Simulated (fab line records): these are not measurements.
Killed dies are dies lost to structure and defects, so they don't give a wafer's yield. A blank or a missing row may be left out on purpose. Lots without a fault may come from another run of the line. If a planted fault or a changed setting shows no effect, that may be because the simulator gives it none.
Comparing a struck lot with a sound one || flow sky130 || 17 steps out of a route of 708
Sound: wafers L144.3, L144.4, L144.6. Wafers L152.1, L152.3, L152.6 were the ones struck. The cause is named last.
Order at every step that has rows: each side's tool, ch and its chambers, its first start. Under that, the readings that differ: sound wafers || struck wafers || difference of the means || sigmas: that difference in standard deviations of wafers without a fault.
alike: a reading whose means differ by less than 2 such deviations, as well as words and numbers matching on both sides. not compared: withheld readings; readings where some wafer has no value; bounds like >300 that might hide an equal value; numbers whose values overlap and for which the record gives no deviation.
The two part at a step that has a row with sigmas, a row that says differs or no value, or rows on one side only. Numbers that don't overlap but have no deviation are shown without sigmas and don't part them. A reading missing from all wafers of one side parts the sides only when that side holds two or more wafers.

first, 1 step without rows for these wafers: SKY_LDD_N_IMPLANT_15.
SKY_LDD_N_STRIP_16: strips in O2/N2.
  sound on plasmaAsher-04 ch 0,1, day 21 17:36; struck on plasmaAsher-04 ch 0,1, day 24 14:45
  alike: drypumpMotorCurrentA, oesProductAu, stripTimeToEndpointS
  not compared: rfHoursCounterH
SKY_LDD_N_TW_MEAS_17:
  sound on filmMetro-03 at day 21 17:41; struck on filmMetro-03 at day 24 14:51
  alike: LDD_N_TW
then, 7 steps without rows for these wafers: SKY_LDD_P_DEHYDRATE_00 (time 60 s); SKY_LDD_P_HMDS_01 (prime time 60 s); SKY_LDD_P_COAT_02 (resist thk 1140 nm); SKY_LDD_P_SOFTBAKE_03 (time 60 s); SKY_LDD_P_EXPOSE_04 (exposes mask PSDM, target cd 380 nm); SKY_LDD_P_PEB_05; SKY_LDD_P_DEVELOP_06 (develop time 60 s).
SKY_LDD_P_CD_MEAS_07 targets a cd of 380 nm.
  sound on cdSem-02 at day 22 23:28; struck on cdSem-02 at day 25 19:47
  alike: cdNm
SKY_LDD_P_OVL_MEAS_08:
  sound on overlay-02 at day 22 23:34; struck on overlay-02 at day 25 19:54
  alike: LDD_P_OVL
SKY_LDD_P_IMPLANT_09:
  sound on implanter-01 ch 0, day 22 23:38; struck on implanter-04 ch 0, day 25 19:56
  alike: beamEnergyKeV
SKY_LDD_P_STRIP_10: strips in O2/N2.
  sound on plasmaAsher-04 ch 0,1, day 22 23:46; struck on plasmaAsher-01 ch 0, day 25 20:05
  alike: drypumpMotorCurrentA, oesProductAu, stripTimeToEndpointS
  not compared: rfHoursCounterH
SKY_LDD_P_TW_MEAS_11:
  sound on filmMetro-04 at day 22 23:52; struck on filmMetro-04 at day 25 20:11
{"reading": "LDD_P_TW", "sound": "636 637 641", "struck": "585 589 590", "difference": -50, "sigmas": -8}
then, 1 step without rows for these wafers: SKY_LDD_HVN_DEHYDRATE_00 (time 60 s).
-- here the record skips 24 days between the struck wafers' starts before and after, leaving off in module LDD_HVN and picking up in module PAD_OPEN (first step shown: number 708 of the route) --
SKY_PAD_OPEN_PROBE_99:
  sound on prober-02 at day 48 04:12; struck on prober-02 at day 50 01:56
{"reading": "model.etest.tipP.rsOhmSqRange", "sound": "207.5 211.8 236.9", "struck": "4619 4544 4234", "difference": "+4247", "sigmas": ""}
{"reading": "model.etest.tipP.rsOhmSq", "sound": "6862 6931 6922", "struck": "1.102e+04 1.09e+04 1.091e+04", "difference": "+4.038e+03", "sigmas": ""}
{"reading": "model.etest.tipP.rsOhmSqRimLessCentre", "sound": "-114.1 -133.9 -188.1", "struck": "-2114 -1866 -2121", "difference": -1888, "sigmas": ""}
{"reading": "model.etest.pfet_01v8.driveUaUm", "sound": "184.5 184.4 180.1", "struck": "196.1 187.5 192.2", "difference": "+8.9", "sigmas": ""}
{"reading": "model.etest.pfet_01v8.driveUaUmRange", "sound": "8.046 8.386 6.461", "struck": "15.5 15.34 11.75", "difference": "+6.6", "sigmas": ""}
{"reading": "model.etest.pfet_01v8_hvt.driveUaUm", "sound": "136.9 136.9 134.5", "struck": "145.8 138 143.9", "difference": "+6.5", "sigmas": ""}
{"reading": "model.etest.pfet_01v8.driveUaUmRimLessCentre", "sound": "-0.6801 1.679 -0.5811", "struck": "3.553 9.76 6.199", "difference": "+6.365", "sigmas": ""}
{"reading": "model.etest.pfet_01v8.offLog10AUm", "sound": "-10.24 -10.18 -10.52", "struck": "-9.754 -10.05 -9.823", "difference": "+0.438", "sigmas": ""}
  alike: killed_at_M0_to_M3, killed_at_M4_up, killedAtContacts, killedAtFrontEnd, killedAtOther, killedDies, killedOpen, killedShort

WHERE THEY PART
Only at SKY_LDD_P_TW_MEAS_11, within this record. Later steps at which nothing parts them and some readings are alike: SKY_PAD_OPEN_PROBE_99.

WHY: what the simulator had put in
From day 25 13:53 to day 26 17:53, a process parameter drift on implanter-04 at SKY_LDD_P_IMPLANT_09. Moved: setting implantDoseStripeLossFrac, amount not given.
